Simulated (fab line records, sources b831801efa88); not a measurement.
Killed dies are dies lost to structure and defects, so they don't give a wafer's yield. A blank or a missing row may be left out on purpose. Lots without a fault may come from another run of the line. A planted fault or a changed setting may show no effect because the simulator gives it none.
fab line records | flow sky130
record lots=5 wafers=15 last_day=49
route steps=708 shown POLY_GATE@229 LDD_N@237 PAD_OPEN@708
lots that met no fault: from a run of the same line without faults
start_h: hours from the record's first day to the start of the lot's first wafer shown | wait_h: hours since the lot's step before | " the same as in the row above | L1.1+2: a row that stands for several wafers | - no value, or no start given | * or withheld: withheld | < > ~ a bound
route shown NAME@n: a module of which the file shows steps, and the number in the route of the first | usual: mean/standard deviation of fault-free wafers | same: alike in all rows | chamber/n: place in a boat | sites: the reading at each site | _std_site: their standard deviation | _edge_site: outer sites' mean less inner sites' | radius_mm: how far each site lies from the wafer's centre | mask NAME#n: copy n | behind: the tool/chamber that last shaped the wafer | hold: why the lot was held/for how many hours/how that ended | device: the transistor (n, p or np) that didn't switch | end of line: the same wafers' tests at the end of the route | a step without rows: its recipe alone | killed: dies lost to structure and defects at the first sort, not the wafer's yield | map: a wafer's dies, x killed, . not, _ none there
set.NAME: the setting as run; set.NAME@STEP: as run at that earlier step | model.NAME: the simulator's own value behind a step, which no gauge read
lots at some steps of the route; a table a step, a row a wafer
services: from which hour (start_h, from the record's first day; less than 0 if before it) a tool's chamber was out of use, for how many hours, and why
## steps
# step SKY_POLY_GATE_ETCH_15
# recipe chemistry=N2/H2 target=BARC ion_energy_ev=200 source_w=500 bias_w=100 pressure_mtorr=30 n2_flow_sccm=100 h2_flow_sccm=200 stop_on=SiO2 time_s=118.5 target_depth_a=1100
# usual drypump_motor_current_A=5.7/0.48 oes_product_au=0.716/0.0045 throttle_valve_pct=13.212/0.0093
# same time_s=118.5
# columns lot.wafer tool chamber start_h wait_h drypump_motor_current_A oes_product_au rf_hours_counter_h throttle_valve_pct
L230.1 rie_diel-04 2 395.44 0.0 6.4 0.715 1 13.214
L230.3 " 3 " " 6.1 0.717 107 13.209
L230.6 " 1 " " 6.3 0.715 - 13.225
L233.1 rie_diel-02 1 432.62 0.0 6.1 0.705 26 13.208
L233.2 " 0 " " 5.9 0.714 12 13.219
L233.4 " 2 " " 6.3 0.719 64 13.222
L239.2 rie_diel-04 0 470.14 0.0 5.0 0.715 89 13.211
L239.3 " 3 " " 6.1 0.719 1 13.215
L239.4 " 2 " " 6.4 0.715 3 13.210
L243.1 rie_diel-01 0 517.39 0.0 5.4 0.716 7 13.211
L243.5 " 1 " " 5.6 0.721 - 13.214
L243.6 " 2 " " 5.9 0.718 - 13.213
L244.2 rie_diel-01 2 522.74 0.0 5.8 0.718 10 13.199
L244.4 " 0 " " 5.4 0.717 7 13.211
L244.5 " 1 " " 5.6 0.718 - 13.212
# step SKY_POLY_GATE_ETCH_16
# recipe stop_on=poly-Si chemistry=CH3F/O2 target=Si3N4 source_w=400 bias_w=80 pressure_mtorr=25 ch3f_flow_sccm=40 O2_flow_sccm=30 time_s=147.5 target_depth_a=750
# usual drypump_motor_current_A=5.7/0.48 oes_product_au=0.642/0.0047 throttle_valve_pct=10.535/0.0081
# same time_s=147.5
# columns lot.wafer tool chamber start_h wait_h drypump_motor_current_A oes_product_au rf_hours_counter_h throttle_valve_pct
L230.1 rie_diel-04 2 395.52 0.0 6.4 0.636 1 10.536
L230.3 " 3 " " 6.1 0.640 107 10.532
L230.6 " 1 " " 6.3 0.643 - 10.547
L233.1 rie_diel-02 1 432.71 0.0 6.1 0.648 27 10.525
L233.2 " 0 " " 5.9 0.645 12 10.526
L233.4 " 2 " " 6.3 0.636 64 10.544
L239.2 rie_diel-04 0 470.22 0.0 5.0 0.641 89 10.540
L239.3 " 3 " " 6.1 0.634 1 10.541
L239.4 " 2 " " 6.4 0.639 3 10.520
L243.1 rie_diel-01 0 517.47 0.0 5.4 0.645 7 10.526
L243.5 " 1 " " 5.6 0.641 - 10.525
L243.6 " 2 " " 5.9 0.645 - 10.520
L244.2 rie_diel-01 2 522.82 0.0 5.8 0.640 10 10.541
L244.4 " 0 " " 5.4 0.634 7 10.530
L244.5 " 1 " " 5.6 0.640 - 10.542
# step SKY_POLY_GATE_ETCH_17
# recipe target_depth_nm=180 stop_on=SiO2 over_etch_frac=0.56667 chemistry=HBr/Cl2 target=poly-Si icp_w=400 bias_w=100 pressure_mtorr=10 HBr_flow_sccm=150 Cl2_flow_sccm=50 time_s=70.5
# usual drypump_motor_current_A=5.8/0.54 oes_product_au=0.987/0.0089 throttle_valve_pct=33.685/0.0094
# same time_s=70.5
# columns lot.wafer tool chamber start_h wait_h drypump_motor_current_A oes_product_au rf_hours_counter_h throttle_valve_pct
L230.1 rie_si-01 2 395.62 0.0 6.2 0.974 3 33.682
L230.3 " 0 " " 5.7 0.993 2 33.674
L230.6 " 2 " " 6.2 0.965 - 33.682
L233.1 rie_si-01 3 432.80 0.0 5.5 0.996 1 33.692
L233.2 " 2 " " 6.1 0.978 3 33.693
L233.4 " 3 " " 5.5 0.997 - 33.684
L239.2 rie_si-02 1 470.32 0.0 6.2 0.984 3 33.680
L239.3 " 3 " " 4.7 0.967 20 33.664
L239.4 " 1 " " 6.3 0.976 - 33.684
L243.1 rie_si-02 3 517.57 0.0 4.7 0.988 21 33.684
L243.5 " 2 " " 6.8 0.981 - 33.671
L243.6 " 3 " " 4.7 0.993 - 33.666
L244.2 rie_si-01 1 522.92 0.0 5.7 0.990 2 33.680
L244.4 " 0 " " 5.7 0.998 3 33.694
L244.5 " 2 " " 6.2 0.980 - 33.696
# step SKY_POLY_GATE_STRIP_18
# recipe chemistry=O2/N2 power_w=1400 pressure_mtorr=1500 platen_temp_c=withheld o2_flow_sccm=3000 n2_flow_sccm=300 overash_fraction=0.5
# usual drypump_motor_current_A=5.55/0.29 oes_product_au=0.361/0.0048 strip_time_to_endpoint_s=3.18/0.041
# columns lot.wafer tool chamber start_h wait_h drypump_motor_current_A oes_product_au rf_hours_counter_h strip_time_to_endpoint_s
L230.1 plasma_asher-04 1 395.67 0.0 5.71 0.362 58 3.24
L230.3 " 1 " " 5.67 0.368 - 3.23
L230.6 " 1 " " 5.70 0.367 - 3.27
L233.1 plasma_asher-03 0 432.86 0.0 5.17 0.361 0 3.16
L233.2 " 1 " " 5.70 0.364 0 3.21
L233.4 " 1 " " 5.69 0.368 - 3.12
L239.2 plasma_asher-01 0 470.38 0.0 5.73 0.354 31 3.13
L239.3 " 1 " " 6.07 0.365 - 3.21
L239.4 " 0 " " 5.70 0.370 - 3.16
L243.1 plasma_asher-01 1 517.62 0.0 6.10 0.357 36 3.16
L243.5 " 1 " " 6.11 0.362 - 3.24
L243.6 " 0 " " 5.71 0.358 - 3.17
L244.2 plasma_asher-04 0 522.98 0.0 5.23 0.362 72 3.14
L244.4 " 1 " " 5.68 0.369 - 3.11
L244.5 " 1 " " 5.68 0.364 - 3.19
# step SKY_POLY_GATE_CLEAN_19
# recipe chemistry=SC1/SC2 mix=1:4:20 temp_c=70 time_s=150 dry=n2_spin
# step SKY_POLY_GATE_OXIDATION_20
# recipe temp_c=850 ambient=O2 stabilise_s=600 purge_s=300 target_thk_a=40 ox_time_s=899
# step SKY_POLY_GATE_THK_MEAS_21
# recipe reads=SiO2_of_POLY_GATE_OXIDATION_20
# usual POLY_GATE_OXIDATION_THK=4.00/0.083
# columns lot.wafer tool chamber start_h wait_h POLY_GATE_OXIDATION_THK[nm]
L230.1 film_metro-04 - 398.33 0.0 4.01
L230.3 " - " " 4.09
L230.6 " - " " 3.99
L233.1 film_metro-02 - 434.72 0.0 4.03
L233.2 " - " " 4.06
L233.4 " - " " 4.07
L239.2 film_metro-02 - 471.79 0.0 4.14
L239.3 " - " " 4.04
L239.4 " - " " 4.06
L243.1 film_metro-04 - 519.02 0.0 4.08
L243.5 " - " " 4.01
L243.6 " - " " 4.02
L244.2 film_metro-04 - 524.39 0.0 4.10
L244.4 " - " " 3.98
L244.5 " - " " 4.05
# step SKY_POLY_GATE_CD_MEAS_22
# usual cd_nm=150.4/2.3
# columns lot.wafer tool chamber start_h wait_h cd_nm
L230.1 cd_sem-02 - 398.39 0.1 149.0
L230.3 " - " " 152.3
L230.6 " - " " 147.5
L233.1 cd_sem-01 - 434.78 0.1 153.2
L233.2 " - " " 154.5
L233.4 " - " " 149.6
L239.2 cd_sem-01 - 471.87 0.1 147.3
L239.3 " - " " 151.0
L239.4 " - " " 151.8
L243.1 cd_sem-02 - 519.08 0.1 152.4
L243.5 " - " " 153.3
L243.6 " - " " 154.1
L244.2 cd_sem-01 - 524.47 0.1 151.6
L244.4 " - " " 150.3
L244.5 " - " " 151.1
# step SKY_LDD_N_DEHYDRATE_00
# recipe temp_c=200 time_s=60
# step SKY_LDD_N_HMDS_01
# recipe prime_time_s=60 prime_temp_c=120
# step SKY_LDD_N_COAT_02
# recipe resist=NOVOLAK spin_rpm=3000 resist_thk_nm=300
# step SKY_LDD_N_SOFTBAKE_03
# recipe temp_c=90 time_s=60 resist=NOVOLAK
# step SKY_LDD_N_EXPOSE_04
# recipe mask_id=NTM target_cd_nm=840 na=0.6 source_shape=conventional sigma_outer=0.6 dose_mj=110
# usual exposure_dose_mJ_cm2=110.01/0.1
# columns lot.wafer tool chamber start_h wait_h mask exposure_dose_mJ_cm2
L230.1 iline_stepper-02 0 412.63 - NTM#0 110.12
L230.3 " 0 " " NTM#0 110.06
L230.6 " 0 " " NTM#0 110.05
L233.1 iline_stepper-01 0 450.81 - NTM_R1#0 110.01
L233.2 " 0 " " NTM_R1#0 110.15
L233.4 " 0 " " NTM_R1#0 110.10
L239.2 iline_stepper-01 0 487.90 - NTM#0 110.06
L239.3 " 0 " " NTM#0 110.05
L239.4 " 0 " " NTM#0 110.00
L243.1 iline_stepper-02 0 533.21 - NTM#0 109.98
L243.5 " 0 " " NTM#0 110.02
L243.6 " 0 " " NTM#0 110.06
L244.2 iline_stepper-02 0 538.85 - NTM#0 110.34
L244.4 " 0 " " NTM#0 110.05
L244.5 " 0 " " NTM#0 110.08
# step SKY_LDD_N_PEB_05
# recipe temp_c=withheld time_s=* resist=NOVOLAK
# step SKY_PAD_OPEN_PROBE_99
# usual killed_at_M0_to_M3=43/6.3 killed_at_M4_up=3.3/1.7 killed_at_contacts=24/5.4 killed_at_front_end=16/4.6 killed_at_other=0.4/0.7 killed_dies=87/9.4 killed_open=47/6.9 killed_short=39/6.1
# same gross_dies=492 killed_at_back_side=0
# columns lot.wafer tool chamber start_h wait_h killed_at_M0_to_M3 killed_at_M4_up killed_at_contacts killed_at_front_end killed_at_other killed_dies killed_open killed_short
L233.1 prober-01 - 1119.46 0.1 40 4 29 16 3 92 49 41
L233.2 prober-01 - 1119.51 0.1 38 1 20 24 2 85 42 42
L233.4 prober-01 - 1119.61 0.2 46 2 20 15 1 84 48 36
L239.2 prober-01 - 1144.33 0.1 39 3 25 26 0 93 57 36
L239.3 prober-01 - 1144.38 0.2 56 3 11 9 0 79 41 38
L239.4 prober-01 - 1144.43 0.2 49 3 21 24 1 98 56 42
L243.1 prober-01 - 1171.15 0.1 51 2 26 15 0 94 52 42
L243.5 prober-01 - 1171.35 0.2 49 6 26 17 0 98 52 46
L243.6 prober-01 - 1171.40 0.2 45 0 20 18 0 83 47 36
L244.2 prober-02 - 1172.25 0.1 35 5 25 12 0 77 46 31
L244.4 prober-02 - 1172.35 0.2 38 4 26 14 0 82 45 37
L244.5 prober-02 - 1172.40 0.2 30 3 22 12 0 67 38 29
# killed by level:class
L233.1 CONTACT:geometric_particle:open=11 VIA1:geometric_particle:open=8 FIELD_ISO:geometric_particle:open=7 LI_CONTACT:geometric_particle:open=7 LOCAL_INTERCONNECT:geometric_particle:short=7 METAL2:geometric_particle:short=7 VIA3:geometric_particle:open=7 METAL1:geometric_particle:short=5
L233.2 VIA1:geometric_particle:open=9 FIELD_ISO:geometric_particle:short=6 VIA3:geometric_particle:open=6 VIA2:geometric_particle:open=6 VIA2:geometric_particle:short=5 LI_CONTACT:geometric_particle:open=5 CONTACT:geometric_particle:open=5 SPACER:geometric_particle:short=4
L233.4 VIA1:geometric_particle:open=13 LI_CONTACT:geometric_particle:open=9 METAL2:geometric_particle:short=8 VIA3:geometric_particle:open=7 VIA1:geometric_particle:short=6 FIELD_ISO:geometric_particle:short=5 LI_CONTACT:geometric_particle:short=4 CONTACT:geometric_particle:open=4
L239.2 VIA1:geometric_particle:open=12 CONTACT:geometric_particle:open=11 FIELD_ISO:geometric_particle:open=7 POLY_GATE:geometric_particle:open=7 POLY_GATE:geometric_particle:short=6 METAL1:geometric_particle:short=6 LI_CONTACT:geometric_particle:open=6 VIA3:geometric_particle:open=5
L239.3 VIA1:geometric_particle:open=15 METAL1:geometric_particle:short=9 VIA1:geometric_particle:short=6 VIA3:geometric_particle:open=6 VIA2:geometric_particle:open=5 FIELD_ISO:geometric_particle:open=4 CONTACT:geometric_particle:open=4 VIA2:geometric_particle:short=4
L239.4 VIA1:geometric_particle:open=16 CONTACT:geometric_particle:open=10 POLY_GATE:geometric_particle:open=7 VIA1:geometric_particle:short=7 POLY_GATE:geometric_particle:short=6 VIA3:geometric_particle:open=6 METAL1:geometric_particle:short=5 FIELD_ISO:geometric_particle:open=4
L243.1 VIA2:geometric_particle:open=16 VIA1:geometric_particle:open=12 CONTACT:geometric_particle:short=8 LI_CONTACT:geometric_particle:open=6 METAL2:geometric_particle:short=6 CONTACT:geometric_particle:open=6 VIA1:geometric_particle:short=5 POLY_GATE:geometric_particle:short=4
L243.5 VIA1:geometric_particle:open=12 LI_CONTACT:geometric_particle:open=10 METAL2:geometric_particle:short=9 CONTACT:geometric_particle:open=8 METAL1:geometric_particle:short=6 LOCAL_INTERCONNECT:geometric_particle:short=5 VIA2:geometric_particle:open=5 METAL4:geometric_particle:short=5
L243.6 VIA1:geometric_particle:open=12 VIA2:geometric_particle:open=8 VIA3:geometric_particle:open=7 CONTACT:geometric_particle:open=6 METAL2:geometric_particle:short=6 VIA2:geometric_particle:short=5 FIELD_ISO:geometric_particle:open=4 SPACER:geometric_particle:short=4
L244.2 CONTACT:geometric_particle:open=9 VIA1:geometric_particle:open=8 LI_CONTACT:geometric_particle:open=7 VIA1:geometric_particle:short=6 VIA2:geometric_particle:open=6 VIA3:geometric_particle:open=5 METAL4:geometric_particle:short=5 POLY_GATE:geometric_particle:open=4
L244.4 VIA3:geometric_particle:open=9 LI_CONTACT:geometric_particle:open=7 VIA1:geometric_particle:open=6 FIELD_ISO:geometric_particle:open=6 LI_CONTACT:geometric_particle:short=5 CONTACT:geometric_particle:open=5 CONTACT:geometric_particle:short=5 METAL1:geometric_particle:short=5
L244.5 VIA1:geometric_particle:open=8 CONTACT:geometric_particle:open=7 CONTACT:geometric_particle:short=6 VIA3:geometric_particle:open=5 LI_CONTACT:geometric_particle:open=4 VIA1:geometric_particle:short=4 FIELD_ISO:geometric_particle:short=3 FIELD_ISO:geometric_particle:open=3
## services
# columns tool chamber start_h hours kind
iline_stepper-02 - 374.56 2.1 pm
rie_si-02 - 375.78 1.6 repair
rie_si-01 3 384.69 29.9 repair
rie_diel-02 - 387.20 2.8 pm
iline_stepper-01 - 392.58 14.3 repair
plasma_asher-01 - 408.23 14.6 pm
iline_stepper-02 - 417.97 4.4 pm
rie_diel-04 - 420.32 1.1 repair
plasma_asher-03 - 421.25 9.0 pm
rie_diel-01 3 421.47 6.2 repair
rie_si-01 1 429.62 75.3 repair
rie_diel-01 - 430.46 14.6 pm
rie_si-01 0 447.80 9.9 repair
rie_diel-02 0 464.22 7.0 repair
rie_si-01 3 470.88 1.1 repair
rie_si-01 - 473.62 0.2 repair
rie_diel-04 1 476.15 8.2 repair
rie_diel-02 1 498.08 2.9 repair
rie_diel-04 1 499.72 6.6 repair
plasma_asher-03 - 513.80 15.6 pm
rie_diel-02 3 522.28 8.3 repair
rie_diel-01 2 530.14 4.4 repair
iline_stepper-01 - 531.71 28.9 pm
rie_diel-01 0 533.18 7.6 repair
## key
first_sign step=SKY_LDD_N_EXPOSE_04 reading=mask direction=changed
effect none on later readings
met_at SKY_LDD_N_EXPOSE_04
struck_wafers L233.1,L233.2,L233.4
tester_left_out L233
fault kind=wrong_mask tool=any chamber=- onset_h=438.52 steps=SKY_LDD_N_EXPOSE_04 aux_copy=NTM_R1#0 cd_offset_nm=-168 scope=struck_lots_only
# tester_left_out: of these lots the tester's yield and bins aren't shown, on N5 and GAA mostly nor the transistor test; their killed dies are dies lost to structure and defects alone, not to doping, threshold or leakage, so they don't give the yield
